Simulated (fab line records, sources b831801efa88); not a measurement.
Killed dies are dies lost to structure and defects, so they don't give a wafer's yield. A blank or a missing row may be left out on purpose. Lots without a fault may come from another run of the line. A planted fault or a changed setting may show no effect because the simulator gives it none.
Chamber matching | flow gf180mcu | GF_V1_CVD_02 on pecvd-01: 3 sister chambers
The step deposits SiO2 from TEOS, target thk 850 nm, time 94.851 s. 14 wafers are shown with their chamber, then 7 later ones without.

WAFERS WITH THEIR CHAMBER
wafer  | chamber | heater_power_w (W)
L074.2 | 2       | 581
L074.4 | 1       | 716
L074.6 | 2       | 616
L075.1 | 2       | 603
L075.3 | 0       | 739
L075.6 | 1       | 786
L077.1 | 2       | 647
L077.2 | 0       | 697
L077.4 | 0       | 743
L078.2 | 2       | 613
L078.5 | 2       | 639
L078.6 | 1       | 593
L080.2 | 1       | 722
L080.4 | 1       | 759

SIGNATURES (means of the wafers above)
reading        | chamber 0 | chamber 1 | chamber 2 | scatter within a chamber
heater_power_w | 726.33    | 715.20    | 616.50    | 48.7
Rule: a wafer's distance from a chamber is the root of the sum, over the readings, of the square of ((its reading less the chamber's mean) divided by the reading's scatter). The wafer belongs to the nearest chamber; if the next one is less than 2 further off, it can't be placed. The scatter: the root of (the sum of the squares of (reading less its chamber's mean) over the shown wafers, divided by (wafers less chambers)).

WAFERS WITHOUT THEIR CHAMBER
wafer  | heater_power_w (W)
L080.6 | 494
L081.1 | 603
L081.2 | 569
L081.5 | 611
L096.1 | 537
L096.4 | 574
L096.5 | 610

WHICH CHAMBER EACH WENT THROUGH
wafer  | from the rows above | in truth
L080.6 | 2                   | 2
L081.1 | 2                   | 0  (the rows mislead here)
L081.2 | 2                   | 2
L081.5 | 2                   | 2
L096.1 | 2                   | 2
L096.4 | 2                   | 2
L096.5 | 2                   | 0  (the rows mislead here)
Placed correctly: 5 of 7. Can't be placed from these rows: 0. Placed wrongly: 2.
